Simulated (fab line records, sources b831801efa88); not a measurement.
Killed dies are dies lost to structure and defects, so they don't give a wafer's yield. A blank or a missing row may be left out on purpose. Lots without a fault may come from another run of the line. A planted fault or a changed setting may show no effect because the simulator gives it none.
Which tool did it? | flow gf180mcu | 12 lots, 36 wafers sampled, at 3 steps of a route of 602

WHAT THE GAUGES READ, wafer by wafer
GF_CONTACT_BOW_MEAS_05.
lot  | measured     | on            | CONTACT_BOW (um)
L975 | day 15 12:50 | film_metro-03 | 67 65 67
L978 | day 17 11:14 | film_metro-03 | 77 74 70
L979 | day 18 00:34 | film_metro-04 | 59 76 58
L981 | day 18 11:13 | film_metro-04 | 59 62 73
L984 | day 19 12:12 | film_metro-04 | 74 51 53
L985 | day 19 20:13 | film_metro-04 | 72 63 76
L988 | day 20 23:07 | film_metro-03 | 63 57 59
L990 | day 21 06:53 | film_metro-01 | 61 57 56
L991 | day 21 17:16 | film_metro-04 | 68 65 85
L992 | day 22 02:20 | film_metro-04 | 57 62 66
L995 | day 22 23:25 | film_metro-03 | 69 51 58
L996 | day 23 07:13 | film_metro-01 | 78 67 77

GF_V1_BOW_MEAS_05.
lot  | measured     | on            | V1_BOW (um)
L975 | day 17 12:40 | film_metro-03 | 83 80 83
L978 | day 19 13:12 | film_metro-02 | 92 92 87
L979 | day 20 03:03 | film_metro-04 | 71 87 70
L981 | day 20 14:16 | film_metro-02 | 72 75 86
L984 | day 21 14:44 | film_metro-02 | 88 65 67
L985 | day 21 23:07 | film_metro-02 | 88 79 93
L988 | day 23 01:47 | film_metro-03 | 80 75 76
L990 | day 23 09:13 | film_metro-02 | 77 76 73
L991 | day 23 18:22 | film_metro-04 | 82 80 102
L992 | day 24 02:30 | film_metro-03 | 77 81 85
L995 | day 24 22:09 | film_metro-04 | 89 71 79
L996 | day 25 05:49 | film_metro-03 | 95 84 96

WHICH TOOL RAN EACH LOT (tool, then ch and the chambers of the sampled wafers, then the start)
lot  | GF_M1_SPUTTER_00
L975 | pvd_sputter-03, day 16 11:57
L978 | pvd_sputter-01, day 18 11:55
L979 | pvd_sputter-03, day 19 01:12
L981 | pvd_sputter-01, day 19 12:20
L984 | pvd_sputter-02, day 20 13:38
L985 | pvd_sputter-03, day 20 21:52
L988 | pvd_sputter-01, day 22 00:41
L990 | pvd_sputter-03, day 22 08:21
L991 | pvd_sputter-03, day 22 17:56
L992 | pvd_sputter-01, day 23 03:00
L995 | pvd_sputter-03, day 23 22:49
L996 | pvd_sputter-03, day 24 07:12
- GF_M1_SPUTTER_00: material Ti, target thk 37.5 nm, time 150 s.

WHAT THE TOOLS THEMSELVES READ (means of the sampled wafers that have a number; where no wafer has one, the mark that the record gives instead)
GF_M1_SPUTTER_00.
lot  | tool           | throttle_valve_pct (%)
L975 | pvd_sputter-03 | 30.0
L978 | pvd_sputter-01 | 31.0
L979 | pvd_sputter-03 | 30.0
L981 | pvd_sputter-01 | 30.4
L984 | pvd_sputter-02 | 30.1
L985 | pvd_sputter-03 | 29.1
L988 | pvd_sputter-01 | 31.3
L990 | pvd_sputter-03 | 30.6
L991 | pvd_sputter-03 | 30.1
L992 | pvd_sputter-01 | 30.1
L995 | pvd_sputter-03 | 29.5
L996 | pvd_sputter-03 | 29.4

THE ANSWER, worked out from the rows above alone
Rule: what is usual is taken from the lots themselves. Put in order of their means at a reading, lots are off if they are a third of the lots or fewer, leave a main group of 4 or more, and stand apart from it by a gap of 3 or more times the standard deviation of the main group's means; of several such gaps the widest counts. A main group whose means are all the same, to the digits that the tables above print for the reading, isn't used. A lot without any number at a reading at which 4 lots or more have one is off too. The other lots that the step has rows for count as sound. The gauges are gone through in route order, then the tools' own readings, and for those a lot's mean is taken as printed above. The first step at which some lot is off is used, and at that step the reading that is off furthest; a lot without a number counts as furthest.
No lot is off at any reading shown: from this, nothing can be told.

WHAT THE SIMULATOR HAD PUT IN
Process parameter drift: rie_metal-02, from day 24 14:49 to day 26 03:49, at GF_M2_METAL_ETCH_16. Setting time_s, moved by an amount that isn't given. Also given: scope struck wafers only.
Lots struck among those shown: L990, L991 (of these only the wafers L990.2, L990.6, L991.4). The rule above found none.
